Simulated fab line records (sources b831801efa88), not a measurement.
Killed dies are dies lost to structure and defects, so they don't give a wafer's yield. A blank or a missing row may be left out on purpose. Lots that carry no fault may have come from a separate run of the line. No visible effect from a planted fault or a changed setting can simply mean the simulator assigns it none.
Which of the tools did it? -- flow gf180mcu -- Sampling: 14 lots, 42 wafers, 5 of 602 route steps

WHAT THE GAUGES READ, wafer by wafer
GF_DUAL_GATE_THK_MEAS_03.
lot,measured,on,DUAL_GATE_OXIDATION_00_THK (nm)
L176,day 7 12:04,film-metro-01,11.75 11.71 11.63
L177,day 7 21:37,film-metro-04,11.10 10.96 11.05
L178,day 7 23:03,film-metro-01,11.24 11.18 11.22
L179,day 8 12:14,film-metro-04,11.12 11.35 11.26
L180,day 8 17:56,film-metro-04,10.99 10.91 10.95
L182,day 9 10:54,film-metro-04,10.53 10.62 10.50
L185,day 10 09:22,film-metro-03,10.84 10.94 10.77
L187,day 10 21:23,film-metro-01,10.61 10.76 10.81
L188,day 10 22:25,film-metro-01,10.89 10.93 10.90
L190,day 11 19:27,film-metro-01,10.78 10.63 10.82
L193,day 12 20:50,film-metro-01,10.92 11.05 11.00
L197,day 13 21:39,film-metro-04,10.70 10.72 10.77
L198,day 13 23:20,film-metro-04,10.76 11.04 10.84
L199,day 14 08:22,film-metro-03,11.04 11.11 10.96

GF_HV_LDD_TW_MEAS_23.
lot,measured,on,HV_LDD_2_TW
L176,day 10 14:07,film-metro-02,1037 1042 1046
L177,day 11 00:08,film-metro-01,1071 1071 1071
L178,day 11 01:51,film-metro-02,1046 1045 1040
L179,day 11 16:43,film-metro-01,1071 1066 1069
L180,day 11 23:52,film-metro-03,1049 1050 1046
L182,day 12 22:52,film-metro-02,1040 1041 1043
L185,day 13 19:46,film-metro-02,1039 1034 1041
L187,day 14 08:10,film-metro-02,1005 1004 1010
L188,day 14 10:15,film-metro-02,1010 1010 1011
L190,day 15 11:02,film-metro-02,1049 1048 1048
L193,day 16 12:44,film-metro-02,1043 1040 1048
L197,day 17 18:30,film-metro-01,1067 1063 1064
L198,day 17 22:15,film-metro-03,1052 1052 1053
L199,day 18 07:23,film-metro-02,1048 1044 1045

GF_HV_LDD_TW_MEAS_38.
lot,measured,on,HV_LDD_3_TW
L176,day 11 09:50,film-metro-03,1434 1430 1425
L177,day 11 19:17,film-metro-03,1423 1437 1436
L178,day 11 21:28,film-metro-02,1416 1423 1425
L179,day 12 11:36,film-metro-02,1412 1418 1415
L180,day 12 19:19,film-metro-01,1450 1452 1450
L182,day 13 19:34,film-metro-02,1411 1416 1416
L185,day 14 16:23,film-metro-02,1420 1424 1417
L187,day 15 05:52,film-metro-03,1444 1433 1441
L188,day 15 07:46,film-metro-03,1444 1439 1437
L190,day 16 09:12,film-metro-02,1426 1425 1424
L193,day 17 12:30,film-metro-01,1447 1447 1449
L197,day 18 19:30,film-metro-02,1418 1422 1419
L198,day 18 22:54,film-metro-01,1454 1452 1445
L199,day 19 07:36,film-metro-01,1458 1451 1461

WHAT TOOL EACH LOT RAN ON (gives the tool, then ch and the chambers of the sampled wafers, and finally the start)
lot,GF_VT_IMPLANT_RTA_45,GF_HV_LDD_IMPLANT_21
L176,"rtp-anneal-01 ch 0, day 7 09:02","implanter-02 ch 0, day 10 13:53"
L177,"rtp-anneal-01 ch 0, day 7 19:24","implanter-01 ch 0, day 10 23:55"
L178,"rtp-anneal-02 ch 0, day 7 20:28","implanter-04 ch 0, day 11 01:36"
L179,"rtp-anneal-01 ch 0, day 8 09:52","implanter-01 ch 0, day 11 16:28"
L180,"rtp-anneal-01 ch 0, day 8 15:44","implanter-04 ch 0, day 11 23:38"
L182,"rtp-anneal-01 ch 0, day 9 08:20","implanter-01 ch 0, day 12 22:39"
L185,"rtp-anneal-01 ch 0, day 10 04:41","implanter-02 ch 0, day 13 19:32"
L187,"rtp-anneal-01 ch 0, day 10 19:07","implanter-02 ch 0, day 14 07:56"
L188,"rtp-anneal-02 ch 0, day 10 20:05","implanter-02 ch 0, day 14 10:01"
L190,"rtp-anneal-02 ch 0, day 11 17:00","implanter-04 ch 0, day 15 10:47"
L193,"rtp-anneal-02 ch 0, day 12 18:33","implanter-04 ch 0, day 16 12:29"
L197,"rtp-anneal-02 ch 0, day 13 19:25","implanter-01 ch 0, day 17 18:06"
L198,"rtp-anneal-01 ch 0, day 13 21:06","implanter-02 ch 0, day 17 22:00"
L199,"rtp-anneal-01 ch 0, day 14 02:37","implanter-02 ch 0, day 18 07:08"
- GF_VT_IMPLANT_RTA_45: time 30 s.
- GF_HV_LDD_IMPLANT_21

WHAT THE TOOLS THEMSELVES READ (means of the sampled wafers that have a number; where no wafer has one, the mark that the record gives instead)
GF_VT_IMPLANT_RTA_45.
lot,tool,lamp-power-pct (%),wafer_temp_C_max
L176,rtp-anneal-01,37.9,1054.3
L177,rtp-anneal-01,37.9,1053.4
L178,rtp-anneal-02,36.8,1055.2
L179,rtp-anneal-01,37.9,1053.7
L180,rtp-anneal-01,37.9,1054.3
L182,rtp-anneal-01,37.9,1053.7
L185,rtp-anneal-01,37.9,1054.1
L187,rtp-anneal-01,37.9,1054.2
L188,rtp-anneal-02,36.8,1055.8
L190,rtp-anneal-02,36.8,1054.8
L193,rtp-anneal-02,36.8,1056.1
L197,rtp-anneal-02,36.8,1056.0
L198,rtp-anneal-01,37.9,1053.9
L199,rtp-anneal-01,37.9,1053.9

GF_HV_LDD_IMPLANT_21.
lot,tool,dose-ions-cm2,faraday-current-uA
L176,implanter-02,5.003e+13,285
L177,implanter-01,5.004e+13,285
L178,implanter-04,4.997e+13,287
L179,implanter-01,4.999e+13,288
L180,implanter-04,5.009e+13,281
L182,implanter-01,4.998e+13,280
L185,implanter-02,5.001e+13,285
L187,implanter-02,4.531e+13,252
L188,implanter-02,4.532e+13,255
L190,implanter-04,4.998e+13,285
L193,implanter-04,5.001e+13,284
L197,implanter-01,4.995e+13,278
L198,implanter-02,4.994e+13,275
L199,implanter-02,5.001e+13,277

THE ANSWER, worked out from the rows above alone
Rule: usual is defined by the lots themselves. The widest of any qualifying gaps counts: lots, ordered by their means at a reading, are off when they make up no more than a third of the lots, leave a main group of 4 or more, and stand apart from it by 3 or more times the standard deviation of that group's means. The tables above print the reading to a certain number of digits; a main group whose means all agree to those digits is not used. Also off: a lot with no number at a reading for which 4 or more lots have one. The other lots that the step has rows for count as sound. First the gauges in route order, then the tools' own readings, where a lot's mean is used as printed above. The first step at which some lot is off is used, and at that step the reading that is off furthest; a lot without a number counts as furthest.
Off at GF_HV_LDD_IMPLANT_21 (dose-ions-cm2): L187, L188. The main group: mean 5.000e+13, standard deviation 4e+10.
A tool fits if, at that step or a process step before it, it ran every lot that is off, and no sound lot after the first of them. No candidate that was tried fits.

WHAT THE SIMULATOR HAD INSERTED
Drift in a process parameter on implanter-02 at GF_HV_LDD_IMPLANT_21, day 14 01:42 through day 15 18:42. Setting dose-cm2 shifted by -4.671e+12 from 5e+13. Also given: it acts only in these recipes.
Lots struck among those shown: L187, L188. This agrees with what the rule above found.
